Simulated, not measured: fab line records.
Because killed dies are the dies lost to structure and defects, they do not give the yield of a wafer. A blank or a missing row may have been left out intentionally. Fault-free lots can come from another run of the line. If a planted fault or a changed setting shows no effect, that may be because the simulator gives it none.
Problem report in the 8D (eight disciplines) form, filled by code -- flow sky130 -- the parts of the form that need people (team, actions taken, sign-off) are left out

## 1. PROBLEM STATEMENT
VIA4_W_RS at SKY_VIA4_RS_MEAS_19 reads a mean of 0.3598 ohm/sq on 3 wafers of 2 lots; wafers without a fault read 0.2270 ohm/sq with a standard deviation of 0.0018. Relative to the usual mean, that is a shift of +74 standard deviations.
The step: measures by four-point-probe.
The first sign was on wafer L257.1 at day 45 19:31, on film metro-04. Wafers with a number at this step in the record: 36, from 12 lots. The rule behind "out" and "out of limits": a value lying over 4 standard deviations away from the usual mean. Any other wafer with a number is counted as sound.

## 2. WHAT IT IS AND WHAT IT IS NOT
question,is,is not
which readings at this step,VIA4_W_RS,-
which lots,"L257, L258","L250, L251, L253, L254, L255, L268, L269, L270, L271, L272"
which wafers of those lots,"L257.1, L258.1, L258.5","L257.2, L257.3, L258.6"
read on which gauges,film metro-04,"film metro-02, film metro-03"
when,from day 45 19:31,"up to then (17 sound wafers); but 16 sound wafers of L258, L268, L269, L270, L271, L272 came after"

## 3. WHAT RULES OUT EACH SUSPECT
Counting: a tool at a process step up to the reading stays a suspect if it ran every lot that is out. Sound lots after the first of them don't rule it out here, since some wafers of a struck lot are sound.
- ruled out: the gauge at SKY_VIA4_RS_MEAS_19. All the wafers that are out were read on film metro-04, but those of them that SKY_VIA4_CMP_21 has rows for are out there too, on other tools.
- cvd w-02 at SKY_VIA4_CVD_18 (deposits W, target thk 505 nm, time 152.14 s): kept. It processed each lot that is out (first: L257, day 45 19:22); up to then, its last sound lot is L255 (day 45 06:47).
Remaining after the count: cvd w-02 at SKY_VIA4_CVD_18.

## 4. THE CAUSE (what the simulator had put in)
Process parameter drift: cvd w-02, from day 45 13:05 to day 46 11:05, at SKY_VIA4_CVD_18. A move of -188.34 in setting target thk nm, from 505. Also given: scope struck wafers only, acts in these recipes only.
After counting, this tool was the only one left.

## 5. THE CHAIN OF EFFECTS, in route order
One row per reading whose mean, taken over the struck wafers that have a number, lies over 3 standard deviations from the usual. Only readings whose record carries a usual standard deviation are examined. hours: median over the lots of the time between each lot's start at the first step of this table that gives one and its start at this step. sigmas: the change, counted in usual standard deviations.
hours,step,reading,usual,on struck wafers,change,sigmas
0,SKY_VIA4_RS_MEAS_19,VIA4_W_RS,0.2270 ohm/sq,0.3598,+0.1328,+74
5,SKY_VIA4_THK_MEAS_20,VIA4_W_THK,529 nm,334,-195,-31
7,SKY_VIA4_CMP_21,time to endpoint s,126 s,76,-50,-15
Here are the process steps it includes:
- SKY_VIA4_CMP_21: polishes, stops on SiO2, t overpolish 25 s, target thk 0 nm.

## 6. WHAT WOULD HAVE CAUGHT IT SOONER
In this record the first reading out of limits at a measuring or inspecting step was taken at day 45 19:31, 6 hours after the fault began at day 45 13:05.
An alarm limit of 4 standard deviations would not have fired on the tool readings at SKY_VIA4_CVD_18 for which the record gives a usual standard deviation, since none of them was out on any struck wafer.
Lots out: 2; of these, L258 started SKY_VIA4_CVD_18 on cvd w-02 after day 45 19:31. Putting the tool on hold at that point would have spared it.
